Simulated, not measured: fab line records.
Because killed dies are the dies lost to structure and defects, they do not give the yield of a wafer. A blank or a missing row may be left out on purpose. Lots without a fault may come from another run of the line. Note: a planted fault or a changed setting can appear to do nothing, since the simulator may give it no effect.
fab line records	flow gf180mcu	part 1 of 2: steps 1 to 33 of 45
[record] lots = 5	wafers = 15	last_day = 33
route steps=602 shown DUAL_GATE@151 POLY_GATE@157 HV_LDD@176
lots that met no fault: from a run of the same line without faults
start_h: hours from the record's opening day to when the first of the lot's shown wafers began	wait_h: hours elapsed since this lot's preceding step	" unchanged from the row above	L1.1+2: a single row standing in for several wafers	- no value, or no start given	* or withheld: withheld	< > ~ a bound
route shown NAME@n: a module of which the file shows steps, and the number in the route of the first	usual: the fault-free wafers' mean and standard deviation	same: alike in all rows	chamber/n: place in a boat	sites: the reading at each site	_std_site: the standard deviation of these	_edge_site: the outer-site mean with the inner-site mean subtracted	radius_mm: for every site, how far away it sits from the centre of the wafer	mask NAME#n: copy n	behind: the most recent tool/chamber to have shaped the wafer	hold: cause of the lot's hold/its duration in hours/its outcome	device: the transistor (n, p or np) that didn't switch	end of line: at the end of the route, the tests of the same wafers	a step given without rows: its recipe and nothing more	killed: at the first sort, the dies lost to defects and structure; wafer yield is something else	map: a wafer's dies, marking killed ones x, the rest . and places with no die _
set.NAME: setting as actually run; set.NAME@STEP: the setting as run at that earlier step	model.NAME: the simulator's own value behind a step, which no gauge read
lots seen at some steps along the route; tables by step, rows by wafer
services: a tool's chamber out of use, with start hour (start_h, from the record's first day; less than 0 if before it), hours out, and reason
[[steps]]
[step GF_DUAL_GATE_DEVELOP_10]
[recipe] develop_time_s = 60	dev_temp_c = 23
[same] develop_time_s = 60
lot.wafer	tool	chamber	start_h	wait_h
L076.1+4+5	litho_track-03	0	191.41	0.1
L084.3+5+6	litho_track-01	0	241.41	0.1
L089.1+2+6	litho_track-01	0	282.76	0.1
L094.1+5+6	litho_track-03	0	307.56	0.1
L095.2+5+6	litho_track-04	0	315.63	0.1
[step GF_DUAL_GATE_OVL_MEAS_11]
[usual] DUAL_GATE_OVL = 0.8/1.2
lot.wafer	tool	chamber	start_h	wait_h	DUAL_GATE_OVL[nm]
L076.1	overlay-01	-	191.56	0.1	1.4
L076.4	"	-	"	"	1.0
L076.5	"	-	"	"	2.1
L084.3	overlay-01	-	241.52	0.1	2.0
L084.5	"	-	"	"	-0.3
L084.6	"	-	"	"	-0.8
L089.1	overlay-02	-	282.91	0.1	0.2
L089.2	"	-	"	"	-0.4
L089.6	"	-	"	"	0.8
L094.1	overlay-02	-	307.71	0.1	-0.4
L094.5	"	-	"	"	-1.4
L094.6	"	-	"	"	-1.7
L095.2	overlay-01	-	315.76	0.1	0.9
L095.5	"	-	"	"	3.2
L095.6	"	-	"	"	2.1
[step GF_DUAL_GATE_WET_ETCH_12]
[recipe] chemistry = dHF	target_depth_nm = 13	dry = n2_spin	target = SiO2	temp_c = 25	dilution = 100:1	time_s = 260
lot.wafer	tool	chamber	start_h	wait_h
L076.1+4+5	wet_bench-01	0	191.59	0.0
L084.3+5+6	wet_bench-01	1	241.55	0.0
L089.1+2+6	wet_bench-01	1	282.95	0.0
L094.1+5+6	wet_bench-01	0	307.74	0.0
L095.2+5+6	wet_bench-04	3	315.79	0.0
[step GF_DUAL_GATE_STRIP_13]
[recipe] chemistry = O2/N2	power_w = 1400	pressure_mtorr = 1500	platen_temp_c = 250	o2_flow_sccm = 3000	n2_flow_sccm = 300	overash_fraction = 0.5
[usual] drypump_motor_current_A = 5.9/0.36	heater_power_w = 339/33	oes_product_au = 0.716/0.0049	strip_time_to_endpoint_s = 12.63/0.043
lot.wafer	tool	chamber	start_h	wait_h	drypump_motor_current_A	heater_power_w	oes_product_au	rf_hours_counter_h	strip_time_to_endpoint_s
L076.1	plasma_asher-04	0	191.68	0.0	5.5	309	0.721	55	12.66
L076.4	"	1	"	"	6.3	394	0.714	-	12.63
L076.5	"	0	"	"	5.5	312	0.707	-	12.67
L084.3	plasma_asher-04	0	241.66	0.0	5.5	318	0.718	-	12.60
L084.5	"	0	"	"	5.5	303	0.714	-	12.59
L084.6	"	1	"	"	6.3	386	0.725	-	12.60
L089.1	plasma_asher-01	1	283.03	0.0	6.0	305	0.717	16	12.76
L089.2	"	0	"	"	5.4	370	0.710	16	12.67
L089.6	"	1	"	"	6.0	305	0.723	-	12.68
L094.1	plasma_asher-01	1	307.83	0.0	6.0	301	0.721	19	12.60
L094.5	"	0	"	"	5.4	369	0.724	-	12.62
L094.6	"	1	"	"	6.0	305	0.713	-	12.62
L095.2	plasma_asher-01	0	315.87	0.0	5.4	370	0.717	19	12.56
L095.5	"	1	"	"	6.0	300	0.721	-	12.63
L095.6	"	0	"	"	5.4	381	0.717	-	12.63
[step GF_DUAL_GATE_CLEAN_14]
[recipe] chemistry = SC1/SC2	mix = 1:4:20	temp_c = 70	time_s = 150	dry = n2_spin
lot.wafer	tool	chamber	start_h	wait_h
L076.1+4+5	wet_bench-02	1	191.78	0.1
L084.3+5+6	wet_bench-02	2	241.73	0.0
L089.1+2+6	wet_bench-02	2	283.13	0.1
L094.1+5+6	wet_bench-02	3	307.93	0.1
L095.2+5+6	wet_bench-01	0	315.97	0.1
[step GF_DUAL_GATE_OXIDATION_15]
[recipe] temp_c = 850	ambient = O2	stabilise_s = 600	purge_s = 300	target_thk_a = 70.98	ox_time_s = 1995
lot.wafer	tool	chamber	start_h	wait_h
L076.1+4+5	furnace-02	0	191.83	0.0
L084.3+5+6	furnace-02	0	243.02	1.2
L089.1+2+6	furnace-02	0	283.18	0.0
L094.1+5+6	furnace-02	0	307.98	0.0
L095.2+5+6	furnace-01	0	316.51	0.5
[step GF_POLY_GATE_CVD_00]
[recipe] material = poly-Si	target_thk_nm = 200	temp_c = 620	time_s = 1200	pressure_mtorr = 200
lot.wafer	tool	chamber	start_h	wait_h
L076.1+4+5	lpcvd-01	0	193.38	0.0
L084.3+5+6	lpcvd-02	1	244.57	0.0
L089.1+2+6	lpcvd-01	0	284.73	0.0
L094.1+5+6	lpcvd-01	0	309.53	0.0
L095.2+5+6	lpcvd-01	0	318.07	0.0
[step GF_POLY_GATE_THK_MEAS_01]
[recipe] reads = poly-Si_of_POLY_GATE_CVD_00
[usual] POLY_GATE_CVD_00_THK = 200.2/2
lot.wafer	tool	chamber	start_h	wait_h	POLY_GATE_CVD_00_THK[nm]
L076.1	film_metro-01	-	194.72	0.0	203.4
L076.4	"	-	"	"	199.4
L076.5	"	-	"	"	201.4
L084.3	film_metro-03	-	245.93	0.0	202.2
L084.5	"	-	"	"	201.1
L084.6	"	-	"	"	202.3
L089.1	film_metro-01	-	286.07	0.0	199.1
L089.2	"	-	"	"	198.2
L089.6	"	-	"	"	198.8
L094.1	film_metro-03	-	310.87	0.0	200.4
L094.5	"	-	"	"	199.4
L094.6	"	-	"	"	199.4
L095.2	film_metro-02	-	319.42	0.0	203.9
L095.5	"	-	"	"	203.0
L095.6	"	-	"	"	203.2
[step GF_POLY_GATE_DEHYDRATE_02]
[recipe] temp_c = 200	time_s = 60
lot.wafer	tool	chamber	start_h	wait_h
L076.1+4+5	litho_track-02	0	201.96	7.2
L084.3+5+6	litho_track-03	0	255.26	9.3
L089.1+2+6	litho_track-02	0	295.81	9.7
L094.1+5+6	litho_track-02	0	320.71	9.8
L095.2+5+6	litho_track-03	0	329.18	9.8
[step GF_POLY_GATE_HMDS_03]
[recipe] prime_time_s = 60	prime_temp_c = 120
lot.wafer	tool	chamber	start_h	wait_h
L076.1+4+5	litho_track-02	0	202.11	0.1
L084.3+5+6	litho_track-03	0	255.41	0.1
L089.1+2+6	litho_track-02	0	295.96	0.1
L094.1+5+6	litho_track-02	0	320.86	0.1
L095.2+5+6	litho_track-03	0	329.33	0.1
[step GF_POLY_GATE_COAT_04]
[recipe] resist = BARC	temp_c = withheld	time_s = withheld	spin_rpm = withheld	resist_thk_nm = withheld
[usual] dispense_pressure_kPa = 55/3.1
lot.wafer	tool	chamber	start_h	wait_h	dispense_pressure_kPa
L076.1	litho_track-02	0	202.26	0.1	54
L076.4	"	0	"	"	54
L076.5	"	0	"	"	54
L084.3	litho_track-03	0	255.56	0.1	59
L084.5	"	0	"	"	59
L084.6	"	0	"	"	59
L089.1	litho_track-02	0	296.11	0.1	54
L089.2	"	0	"	"	54
L089.6	"	0	"	"	54
L094.1	litho_track-02	0	321.01	0.1	54
L094.5	"	0	"	"	54
L094.6	"	0	"	"	54
L095.2	litho_track-03	0	329.48	0.1	59
L095.5	"	0	"	"	59
L095.6	"	0	"	"	59
[step GF_POLY_GATE_COAT_05]
[recipe] resist = KrF	spin_rpm = withheld	resist_thk_nm = 700
[usual] dispense_pressure_kPa = 55/3.1
lot.wafer	tool	chamber	start_h	wait_h	dispense_pressure_kPa
L076.1	litho_track-02	0	-	-	54
L076.4	"	0	"	"	54
L076.5	"	0	"	"	54
L084.3	litho_track-03	0	-	-	59
L084.5	"	0	"	"	59
L084.6	"	0	"	"	59
L089.1	litho_track-02	0	-	-	54
L089.2	"	0	"	"	54
L089.6	"	0	"	"	54
L094.1	litho_track-02	0	-	-	54
L094.5	"	0	"	"	54
L094.6	"	0	"	"	54
L095.2	litho_track-03	0	-	-	59
L095.5	"	0	"	"	59
L095.6	"	0	"	"	59
[step GF_POLY_GATE_SOFTBAKE_06]
[recipe] temp_c = 130	time_s = 60	resist = KrF
lot.wafer	tool	chamber	start_h	wait_h
L076.1+4+5	litho_track-02	0	-	-
L084.3+5+6	litho_track-03	0	-	-
L089.1+2+6	litho_track-02	0	-	-
L094.1+5+6	litho_track-02	0	-	-
L095.2+5+6	litho_track-03	0	-	-
[step GF_POLY_GATE_EXPOSE_07]
[recipe] mask_id = Poly2	target_cd_nm = 280	na = 0.68	source_shape = conventional	sigma_outer = 0.6	dose_mj = 28
lot.wafer	tool	chamber	start_h	wait_h	mask
L076.1+4+5	krf_scanner-01	0	-	-	Poly2#0
L084.3+5+6	krf_scanner-02	0	-	-	Poly2#0
L089.1+2+6	krf_scanner-01	0	-	-	Poly2#0
L094.1+5+6	krf_scanner-01	0	-	-	Poly2#0
L095.2+5+6	krf_scanner-01	0	-	-	Poly2#0
[step GF_POLY_GATE_PEB_08]
[recipe] peb_temp_c = 135	peb_time_s = 90	resist = KrF
lot.wafer	tool	chamber	start_h	wait_h
L076.1+4+5	litho_track-03	0	-	-
L084.3+5+6	litho_track-04	0	-	-
L089.1+2+6	litho_track-02	0	-	-
L094.1+5+6	litho_track-02	0	-	-
L095.2+5+6	litho_track-02	0	-	-
[step GF_POLY_GATE_DEVELOP_09]
[recipe] develop_time_s = 60	resist = KrF	dev_temp_c = 21
[same] develop_time_s = 60
lot.wafer	tool	chamber	start_h	wait_h
L076.1+4+5	litho_track-03	0	210.91	0.2
L084.3+5+6	litho_track-04	0	264.16	0.1
L089.1+2+6	litho_track-02	0	305.91	0.2
L094.1+5+6	litho_track-02	0	331.61	0.2
L095.2+5+6	litho_track-02	0	340.83	0.2
[step GF_POLY_GATE_CD_MEAS_10]
[recipe] target_cd_nm = 280
[usual] cd_nm = 279.9/1.2
lot.wafer	tool	chamber	start_h	wait_h	cd_nm
L076.1	cd_sem-01	-	211.06	0.1	280.4
L076.4	"	-	"	"	280.7
L076.5	"	-	"	"	281.4
L084.3	cd_sem-02	-	264.30	0.1	279.7
L084.5	"	-	"	"	279.3
L084.6	"	-	"	"	280.3
L089.1	cd_sem-02	-	306.06	0.1	279.8
L089.2	"	-	"	"	279.5
L089.6	"	-	"	"	279.2
L094.1	cd_sem-02	-	331.76	0.1	280.4
L094.5	"	-	"	"	279.3
L094.6	"	-	"	"	278.9
L095.2	cd_sem-01	-	340.98	0.1	280.4
L095.5	"	-	"	"	282.0
L095.6	"	-	"	"	281.6
[step GF_POLY_GATE_OVL_MEAS_11]
[usual] POLY_GATE_OVL = 2/6.1
lot.wafer	tool	chamber	start_h	wait_h	POLY_GATE_OVL[nm]
L076.1	overlay-01	-	211.18	0.1	8
L076.4	"	-	"	"	-6
L076.5	"	-	"	"	10
L084.3	overlay-02	-	264.39	0.1	1
L084.5	"	-	"	"	-2
L084.6	"	-	"	"	-4
L089.1	overlay-02	-	306.18	0.1	2
L089.2	"	-	"	"	6
L089.6	"	-	"	"	11
L094.1	overlay-01	-	331.88	0.1	13
L094.5	"	-	"	"	4
L094.6	"	-	"	"	0
L095.2	overlay-01	-	341.08	0.1	-4
L095.5	"	-	"	"	7
L095.6	"	-	"	"	-7
[step GF_POLY_GATE_ETCH_12]
[recipe] chemistry = N2/H2	target_depth_a = withheld	overetch_a = withheld	time_s = withheld	target = BARC	ion_energy_ev = 200	source_w = 500	bias_w = 100	pressure_mtorr = 30	n2_flow_sccm = 100	h2_flow_sccm = 200
[usual] drypump_motor_current_A = 5.9/0.43	oes_product_au = 0.736/0.0047	throttle_valve_pct = 13.215/0.0084
lot.wafer	tool	chamber	start_h	wait_h	drypump_motor_current_A	oes_product_au	throttle_valve_pct
L076.1	rie_diel-04	2	211.21	0.0	6.4	0.736	13.232
L076.4	"	1	"	"	6.3	0.739	13.200
L076.5	"	1	"	"	6.3	0.731	13.216
L084.3	rie_diel-02	0	264.41	0.0	5.6	0.730	13.210
L084.5	"	2	"	"	5.2	0.733	13.228
L084.6	"	1	"	"	5.3	0.735	13.222
L089.1	rie_diel-01	3	306.21	0.0	5.9	0.739	13.227
L089.2	"	2	"	"	5.4	0.737	13.226
L089.6	"	3	"	"	5.9	0.733	13.203
L094.1	rie_diel-04	3	331.91	0.0	6.3	0.738	13.215
L094.5	"	0	"	"	5.9	0.733	13.214
L094.6	"	3	"	"	6.3	0.730	13.221
L095.2	rie_diel-01	3	341.11	0.0	5.8	0.735	13.202
L095.5	"	3	"	"	5.9	0.739	13.211
L095.6	"	0	"	"	6.4	0.744	13.225
[step GF_POLY_GATE_ETCH_13]
[recipe] target = poly-Si	target_depth_nm = 198.5	stop_on = SiO2	over_etch_frac = 0.403	chemistry = HBr/Cl2	icp_w = 400	bias_w = 100	pressure_mtorr = 10	HBr_flow_sccm = 150	Cl2_flow_sccm = 50	time_s = 72.55
[usual] drypump_motor_current_A = 5.9/0.43	oes_product_au = 0.984/0.007	throttle_valve_pct = 33.686/0.0099
lot.wafer	tool	chamber	start_h	wait_h	drypump_motor_current_A	oes_product_au	rf_hours_counter_h	throttle_valve_pct
L076.1	rie_si-01	1	211.26	-	5.0	0.972	108	33.694
L076.4	"	3	"	"	6.4	0.980	100	33.697
L076.5	"	1	"	"	5.1	0.971	-	33.686
L084.3	rie_si-01	2	264.46	-	5.9	0.993	16	33.687
L084.5	"	0	"	"	5.2	0.995	-	33.682
L084.6	"	1	"	"	5.0	0.990	-	33.684
L089.1	rie_si-02	0	306.26	-	5.9	0.986	98	33.693
L089.2	"	3	"	"	6.2	0.980	17	33.689
L089.6	"	1	"	"	6.1	0.989	-	33.684
L094.1	rie_si-02	1	331.96	-	6.1	0.997	29	33.683
L094.5	"	2	"	"	6.2	0.977	-	33.693
L094.6	"	1	"	"	6.1	0.980	-	33.678
L095.2	rie_si-01	2	341.16	-	5.9	0.985	17	33.678
L095.5	"	2	"	"	5.9	0.980	-	33.666
L095.6	"	3	"	"	6.4	0.981	-	33.678
[step GF_POLY_GATE_STRIP_14]
[recipe] chemistry = O2/N2	power_w = 1400	pressure_mtorr = 1500	platen_temp_c = 250	o2_flow_sccm = 3000	n2_flow_sccm = 300	overash_fraction = 0.5
[usual] drypump_motor_current_A = 5.9/0.32	heater_power_w = 331/20	oes_product_au = 0.503/0.0048
lot.wafer	tool	chamber	start_h	wait_h	drypump_motor_current_A	heater_power_w	oes_product_au	rf_hours_counter_h
L076.1	plasma_asher-03	0	211.32	0.0	5.8	336	0.501	46
L076.4	"	0	"	"	5.8	333	0.506	-
L076.5	"	0	"	"	5.8	333	0.505	-
L084.3	plasma_asher-03	1	264.55	0.1	6.4	325	0.499	-
L084.5	"	0	"	"	5.8	326	0.502	-
L084.6	"	1	"	"	6.4	329	0.505	-
L089.1	plasma_asher-02	1	306.32	0.0	6.0	327	0.501	58
L089.2	"	0	"	"	5.6	340	0.501	58
L089.6	"	0	"	"	5.6	335	0.501	-
L094.1	plasma_asher-03	1	332.02	0.0	6.4	325	0.500	58
L094.5	"	1	"	"	6.4	321	0.512	-
L094.6	"	0	"	"	5.8	336	0.516	-
L095.2	plasma_asher-03	0	341.22	0.0	5.8	327	0.499	59
L095.5	"	0	"	"	5.8	325	0.508	-
L095.6	"	1	"	"	6.4	324	0.514	-
[step GF_POLY_GATE_CLEAN_15]
[recipe] chemistry = SC1/SC2	mix = 1:4:20	temp_c = 70	time_s = 150	dry = n2_spin
lot.wafer	tool	chamber	start_h	wait_h
L076.1+4+5	wet_bench-04	2	211.42	0.1
L084.3+5+6	wet_bench-03	1	264.62	0.0
L089.1+2+6	wet_bench-03	0	306.42	0.1
L094.1+5+6	wet_bench-01	0	332.12	0.1
L095.2+5+6	wet_bench-04	3	341.32	0.1
[step GF_POLY_GATE_OXIDATION_16]
[recipe] temp_c = 850	ambient = O2	stabilise_s = 600	purge_s = 300	target_thk_a = 40	ox_time_s = 899
lot.wafer	tool	chamber	start_h	wait_h
L076.1+4+5	furnace-02	0	214.34	2.9
L084.3+5+6	furnace-01	0	267.28	2.6
L089.1+2+6	furnace-01	0	306.51	0.0
L094.1+5+6	furnace-01	0	332.17	0.0
L095.2+5+6	furnace-01	0	341.48	0.1
[step GF_POLY_GATE_THK_MEAS_17]
[recipe] reads = SiO2_of_POLY_GATE_OXIDATION_16
[usual] POLY_GATE_OXIDATION_THK = 4.01/0.075
lot.wafer	tool	chamber	start_h	wait_h	POLY_GATE_OXIDATION_THK[nm]
L076.1	film_metro-01	-	215.59	0.0	3.89
L076.4	"	-	"	"	3.87
L076.5	"	-	"	"	3.88
L084.3	film_metro-01	-	268.55	0.0	3.95
L084.5	"	-	"	"	4.01
L084.6	"	-	"	"	3.98
L089.1	film_metro-01	-	307.76	0.0	3.96
L089.2	"	-	"	"	3.94
L089.6	"	-	"	"	3.91
L094.1	film_metro-02	-	333.42	0.0	4.02
L094.5	"	-	"	"	3.95
L094.6	"	-	"	"	3.96
L095.2	film_metro-01	-	342.74	0.0	4.12
L095.5	"	-	"	"	4.11
L095.6	"	-	"	"	4.09
[step GF_POLY_GATE_CD_MEAS_18]
[usual] cd_nm = 280.0/1.6
lot.wafer	tool	chamber	start_h	wait_h	cd_nm
L076.1	cd_sem-01	-	215.65	0.1	279.9
L076.4	"	-	"	"	279.9
L076.5	"	-	"	"	280.6
L084.3	cd_sem-01	-	268.64	0.1	279.9
L084.5	"	-	"	"	280.7
L084.6	"	-	"	"	279.1
L089.1	cd_sem-01	-	307.82	0.1	278.4
L089.2	"	-	"	"	278.3
L089.6	"	-	"	"	279.0
L094.1	cd_sem-02	-	333.48	0.1	282.3
L094.5	"	-	"	"	281.8
L094.6	"	-	"	"	278.7
L095.2	cd_sem-02	-	342.81	0.1	281.4
L095.5	"	-	"	"	281.8
L095.6	"	-	"	"	280.6
[step GF_HV_LDD_DEHYDRATE_00]
[recipe] temp_c = 200	time_s = 60
lot.wafer	tool	chamber	start_h	wait_h
L076.1+4+5	litho_track-01	0	223.41	7.7
L084.3+5+6	litho_track-02	0	277.46	8.8
L089.1+2+6	litho_track-01	0	318.16	10.3
L094.1+5+6	litho_track-04	0	343.56	10.0
L095.2+5+6	litho_track-01	0	352.79	9.9
[step GF_HV_LDD_HMDS_01]
[recipe] prime_time_s = 60	prime_temp_c = 120
lot.wafer	tool	chamber	start_h	wait_h
L076.1+4+5	litho_track-01	0	223.56	0.1
L084.3+5+6	litho_track-02	0	277.61	0.1
L089.1+2+6	litho_track-01	0	318.31	0.1
L094.1+5+6	litho_track-04	0	343.71	0.1
L095.2+5+6	litho_track-01	0	352.94	0.1
[step GF_HV_LDD_COAT_02]
[recipe] resist = NOVOLAK	spin_rpm = 3000	resist_thk_nm = 1000
[usual] dispense_pressure_kPa = 51.8/1.3
lot.wafer	tool	chamber	start_h	wait_h	dispense_pressure_kPa
L076.1	litho_track-01	0	223.71	0.1	51.2
L076.4	"	0	"	"	51.3
L076.5	"	0	"	"	51.2
L084.3	litho_track-02	0	277.76	0.1	53.6
L084.5	"	0	"	"	53.6
L084.6	"	0	"	"	53.7
L089.1	litho_track-01	0	318.46	0.1	51.2
L089.2	"	0	"	"	51.2
L089.6	"	0	"	"	51.2
L094.1	litho_track-04	0	343.86	0.1	50.7
L094.5	"	0	"	"	50.7
L094.6	"	0	"	"	50.7
L095.2	litho_track-01	0	353.09	0.1	51.2
L095.5	"	0	"	"	51.2
L095.6	"	0	"	"	51.2
[step GF_HV_LDD_SOFTBAKE_03]
[recipe] temp_c = 90	time_s = 60	resist = NOVOLAK
lot.wafer	tool	chamber	start_h	wait_h
L076.1+4+5	litho_track-01	0	223.86	0.1
L084.3+5+6	litho_track-02	0	277.91	0.1
L089.1+2+6	litho_track-01	0	318.61	0.1
L094.1+5+6	litho_track-04	0	344.01	0.1
L095.2+5+6	litho_track-01	0	353.24	0.1
[step GF_HV_LDD_EXPOSE_04]
[recipe] mask_id = Nplus_LV_AREA	target_cd_nm = 400	na = 0.6	source_shape = conventional	sigma_outer = 0.6	dose_mj = 140
lot.wafer	tool	chamber	start_h	wait_h	mask
L076.1+4+5	iline_stepper-02	0	-	-	Nplus_LV_AREA#0
L084.3+5+6	iline_stepper-02	0	-	-	Nplus_LV_AREA#0
L089.1+2+6	iline_stepper-02	0	-	-	Nplus_LV_AREA#0
L094.1+5+6	iline_stepper-01	0	-	-	Nplus_LV_AREA#0
L095.2+5+6	iline_stepper-01	0	-	-	Nplus_LV_AREA#0
[step GF_HV_LDD_PEB_05]
[recipe] temp_c = withheld	time_s = *	resist = NOVOLAK
lot.wafer	tool	chamber	start_h	wait_h
L076.1+4+5	litho_track-04	0	-	-
L084.3+5+6	litho_track-02	0	-	-
L089.1+2+6	litho_track-02	0	-	-
L094.1+5+6	litho_track-04	0	-	-
L095.2+5+6	litho_track-01	0	-	-
[step GF_HV_LDD_DEVELOP_06]
[recipe] develop_time_s = 60	dev_temp_c = 23
[same] develop_time_s = 60
lot.wafer	tool	chamber	start_h	wait_h
L076.1+4+5	litho_track-04	0	232.56	0.1
L084.3+5+6	litho_track-02	0	286.96	0.1
L089.1+2+6	litho_track-02	0	328.21	0.1
L094.1+5+6	litho_track-04	0	354.71	0.1
L095.2+5+6	litho_track-01	0	363.99	0.1
[step GF_HV_LDD_CD_MEAS_07]
[recipe] target_cd_nm = 400
[usual] cd_nm = 400.4/2.3
lot.wafer	tool	chamber	start_h	wait_h	cd_nm
L076.1	cd_sem-01	-	232.71	0.1	396.7
L076.4	"	-	"	"	395.0
L076.5	"	-	"	"	399.1
L084.3	cd_sem-01	-	287.10	0.1	398.8
L084.5	"	-	"	"	398.9
L084.6	"	-	"	"	399.0
L089.1	cd_sem-02	-	328.36	0.1	402.7
L089.2	"	-	"	"	403.3
L089.6	"	-	"	"	404.9
L094.1	cd_sem-02	-	354.86	0.1	400.5
L094.5	"	-	"	"	399.5
L094.6	"	-	"	"	396.2
L095.2	cd_sem-02	-	364.13	0.1	399.9
L095.5	"	-	"	"	401.6
L095.6	"	-	"	"	400.4
